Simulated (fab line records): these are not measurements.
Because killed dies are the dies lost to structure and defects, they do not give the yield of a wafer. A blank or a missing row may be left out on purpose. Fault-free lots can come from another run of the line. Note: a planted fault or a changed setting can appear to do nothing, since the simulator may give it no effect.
Tool commonality check :: flow sky130 :: Sampled: 13 lots, 39 wafers

== WHAT PROMPTED THE OPENING ==
At SKY_VT_ADJUST_NCORE_TW_MEAS_11 the reading VT_ADJUST_NCORE_TW is flagged on 1 of 13 lots. Wafers without a fault read 220.3, standard deviation 1.5.
Rule: flag the lot when none of its wafers has a number, or when each of its wafers that has one lies beyond 4 standard deviations from that mean. The other lots count as sound.

lot: L227
measured: day 8 21:16
on: film_metro-03
VT_ADJUST_NCORE_TW, wafer by wafer: 218.4 218.7 218.6
flag: 

lot: L230
measured: day 9 20:05
on: film_metro-04
VT_ADJUST_NCORE_TW, wafer by wafer: 219.5 219.2 219.7
flag: 

lot: L231
measured: day 10 02:47
on: film_metro-02
VT_ADJUST_NCORE_TW, wafer by wafer: 222.3 222.2 222.9
flag: 

lot: L232
measured: day 10 03:40
on: film_metro-04
VT_ADJUST_NCORE_TW, wafer by wafer: 29.9 30.1 30.1
flag: FLAGGED

lot: L237
measured: day 12 01:25
on: film_metro-03
VT_ADJUST_NCORE_TW, wafer by wafer: 219.7 218.3 219.0
flag: 

lot: L238
measured: day 12 05:20
on: film_metro-04
VT_ADJUST_NCORE_TW, wafer by wafer: 220.8 220.2 219.3
flag: 

lot: L240
measured: day 12 17:33
on: film_metro-03
VT_ADJUST_NCORE_TW, wafer by wafer: 218.0 219.2 218.4
flag: 

lot: L242
measured: day 13 08:23
on: film_metro-04
VT_ADJUST_NCORE_TW, wafer by wafer: 220.4 220.9 220.7
flag: 

lot: L243
measured: day 13 12:02
on: film_metro-02
VT_ADJUST_NCORE_TW, wafer by wafer: 224.2 222.6 224.0
flag: 

lot: L246
measured: day 14 10:08
on: film_metro-02
VT_ADJUST_NCORE_TW, wafer by wafer: 221.8 221.1 222.6
flag: 

lot: L247
measured: day 14 14:28
on: film_metro-04
VT_ADJUST_NCORE_TW, wafer by wafer: 220.3 220.3 219.7
flag: 

lot: L245
measured: day 14 16:16
on: film_metro-04
VT_ADJUST_NCORE_TW, wafer by wafer: 219.9 220.3 220.1
flag: 

lot: L248
measured: day 15 00:04
on: film_metro-02
VT_ADJUST_NCORE_TW, wafer by wafer: 221.2 220.5 221.5
flag: 
Flagged lots average 30.0: -190.3 relative to the usual, that is -99 or more standard deviations.

== WHICH TOOL RAN EACH LOT ==
The record keeps 1 process step preceding the reading, out of 708 steps on the route. Cell contents, in order: the tool; ch with the chambers the sampled wafers went through; the start.
lot: L227
flag: 
SKY_VT_ADJUST_NCORE_EXPOSE_04: iline_stepper-02 ch 0, day 8 10:35

lot: L230
flag: 
SKY_VT_ADJUST_NCORE_EXPOSE_04: iline_stepper-01 ch 0, day 9 08:55

lot: L231
flag: 
SKY_VT_ADJUST_NCORE_EXPOSE_04: iline_stepper-01 ch 0, day 9 15:02

lot: L232
flag: FLAGGED
SKY_VT_ADJUST_NCORE_EXPOSE_04: iline_stepper-02 ch 0, day 9 15:44

lot: L237
flag: 
SKY_VT_ADJUST_NCORE_EXPOSE_04: iline_stepper-02 ch 0, day 11 12:25

lot: L238
flag: 
SKY_VT_ADJUST_NCORE_EXPOSE_04: iline_stepper-01 ch 0, day 11 16:31

lot: L240
flag: 
SKY_VT_ADJUST_NCORE_EXPOSE_04: iline_stepper-01 ch 0, day 12 05:18

lot: L242
flag: 
SKY_VT_ADJUST_NCORE_EXPOSE_04: iline_stepper-02 ch 0, day 12 19:22

lot: L243
flag: 
SKY_VT_ADJUST_NCORE_EXPOSE_04: iline_stepper-02 ch 0, day 12 23:20

lot: L246
flag: 
SKY_VT_ADJUST_NCORE_EXPOSE_04: iline_stepper-01 ch 0, day 13 21:01

lot: L247
flag: 
SKY_VT_ADJUST_NCORE_EXPOSE_04: iline_stepper-01 ch 0, day 14 01:37

lot: L245
flag: 
SKY_VT_ADJUST_NCORE_EXPOSE_04: iline_stepper-02 ch 0, day 14 04:08

lot: L248
flag: 
SKY_VT_ADJUST_NCORE_EXPOSE_04: iline_stepper-02 ch 0, day 14 10:43
What the steps here do:
- SKY_VT_ADJUST_NCORE_EXPOSE_04: exposes mask LVTN COMPLEMENT THIN, target cd 380 nm.
- SKY_VT_ADJUST_NCORE_TW_MEAS_11

== FLAGGED AGAINST TOTAL, ONE TOOL AT A TIME (gauges that did the reading follow at the end) ==
step: SKY_VT_ADJUST_NCORE_EXPOSE_04
tool: iline_stepper-01
lots run: 6
flagged: 0
share of the flagged lots: none
sound lots run after its first flagged lot: -

step: SKY_VT_ADJUST_NCORE_EXPOSE_04
tool: iline_stepper-02
lots run: 7
flagged: 1
share of the flagged lots: all
sound lots run after its first flagged lot: 5 (L237,L242,L243,L245,L248)

step: SKY_VT_ADJUST_NCORE_TW_MEAS_11
tool: film_metro-02
lots run: 4
flagged: 0
share of the flagged lots: none
sound lots run after its first flagged lot: -

step: SKY_VT_ADJUST_NCORE_TW_MEAS_11
tool: film_metro-03
lots run: 3
flagged: 0
share of the flagged lots: none
sound lots run after its first flagged lot: -

step: SKY_VT_ADJUST_NCORE_TW_MEAS_11
tool: film_metro-04
lots run: 6
flagged: 1
share of the flagged lots: all
sound lots run after its first flagged lot: 4 (L238,L242,L247,L245)

== WHAT THE TABLE ALLOWS ==
Table rows that saw every flagged lot: 2, namely iline_stepper-02 at SKY_VT_ADJUST_NCORE_EXPOSE_04 and film_metro-04 at SKY_VT_ADJUST_NCORE_TW_MEAS_11.
- iline_stepper-02 at SKY_VT_ADJUST_NCORE_EXPOSE_04: 1 of its 7 lots flagged. After the first flagged lot (L237, L242, L243, L245, L248), sound lots still ran on it; a lasting fault on the whole tool would not permit that.
- film_metro-04 at SKY_VT_ADJUST_NCORE_TW_MEAS_11: 1 of its 6 lots flagged. After the first flagged lot (L238, L242, L247, L245), sound lots still ran on it; a lasting fault on the whole tool would not permit that.
Every row of the table either missed a flagged lot or ran a sound lot after the first.

== WHAT WAS PUT IN BY THE SIMULATOR ==
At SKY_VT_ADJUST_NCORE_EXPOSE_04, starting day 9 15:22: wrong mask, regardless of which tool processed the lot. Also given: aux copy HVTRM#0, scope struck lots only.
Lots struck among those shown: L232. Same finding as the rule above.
